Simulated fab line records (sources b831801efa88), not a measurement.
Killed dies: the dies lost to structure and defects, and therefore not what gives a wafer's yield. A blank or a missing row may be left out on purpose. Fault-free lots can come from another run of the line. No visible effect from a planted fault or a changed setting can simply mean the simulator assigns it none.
2 desks looking at one fault / flow gf180mcu / only its own numbers are on each desk; what lay behind them is given at the end

== AT THE METROLOGY DESK ==
What the gauges read, lot by lot, whatever tool the lot ran on: means of the sampled wafers that have a number. A lot is out of limits, marked OUT, if its mean lies more than 4 standard deviations from the usual mean; the brackets give that distance.
Columns: A = cd nm at GF_M2_CD_MEAS_14, usual 280.1 nm; B = M2_OVL at GF_M2_OVL_MEAS_15, usual -1 nm; C = V2_CVD_00_THK at GF_V2_THK_MEAS_01, usual 598 nm
lot=L556; first seen here=day 18 23:33; A=279.0; B=-1; C=593
lot=L557; first seen here=day 19 10:37; A=282.1; B=-5; C=602
lot=L558; first seen here=day 19 23:40; A=281.9; B=0; C=593
lot=L559; first seen here=day 20 03:31; A=280.7; B=-0; C=599
lot=L560; first seen here=day 20 16:37; A=278.2; B=5; C=591
lot=L563; first seen here=day 21 19:33; A=280.3; B=-5; C=602
lot=L564; first seen here=day 22 06:50; A=280.5; B=4; C=591
lot=L565; first seen here=day 22 16:58; A=280.6; B=1; C=598
lot=L568; first seen here=day 23 13:26; A=280.3; B=8; C=596
lot=L569; first seen here=day 24 07:17; A=279.5; B=2; C=595
lot=L573; first seen here=day 25 11:02; A=326.3 (+36) OUT; B=6; C=600
lot=L575; first seen here=day 26 08:36; A=316.3 (+28) OUT; B=-0; C=602
lot=L578; first seen here=day 26 16:31; A=282.2; B=-6; C=599
lot=L579; first seen here=day 27 05:14; A=281.4; B=-1; C=592
This desk's verdict: out of limits on L573, L575, starting with L573 at day 25 11:02 (cd nm at GF_M2_CD_MEAS_14). L556, L557, L558, L559, L560, L563, L564, L565, L568, L569, L578, L579: within limits.

== DESK OF THE TOOL OWNER: krf scanner-01 ==
The tool's own readings at GF_M2_EXPOSE_11 (exposes mask Metal2, target cd 280 nm): means of the sampled wafers that have a number, for each lot that ran on this tool. A lot is out of limits, marked OUT, if its mean lies more than 4 standard deviations from the usual mean; the brackets give that distance.
Columns: A = exposure dose mJ cm2 at GF_M2_EXPOSE_11, usual 28.05
lot=L556; first seen here=day 18 11:40; A=27.98
lot=L557; first seen here=day 18 22:19; A=27.94
lot=L558; first seen here=day 19 11:46; A=27.98
lot=L565; first seen here=day 22 05:53; A=27.98
lot=L568; first seen here=day 23 02:16; A=27.99
lot=L573; first seen here=day 25 00:36; A=20.55 (-92) OUT
lot=L575; first seen here=day 25 22:01; A=22.02 (-74) OUT
This desk's verdict: out of limits on L573, L575, starting with L573 at day 25 00:36 (exposure dose mJ cm2 at GF_M2_EXPOSE_11). L556, L557, L558, L565, L568: within limits.

== TAKEN TOGETHER ==
On L573, L575, at day 25 00:36, an alarm was possible from the tool owner's desk.
The metrology desk could have raised an alarm at day 25 11:02, on L573, L575.
On krf scanner-01, each named lot ran GF_M2_EXPOSE_11.

== WHAT WAS PUT IN BY THE SIMULATOR ==
Process parameter drift: krf scanner-01, from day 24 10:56 on, at GF_M2_EXPOSE_11. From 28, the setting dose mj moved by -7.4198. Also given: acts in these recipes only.
Shown lots that were struck: L573, L575.
Time in hours from fault onset to the first out-of-limits reading at each desk: tool owner's desk 14, metrology desk 24.
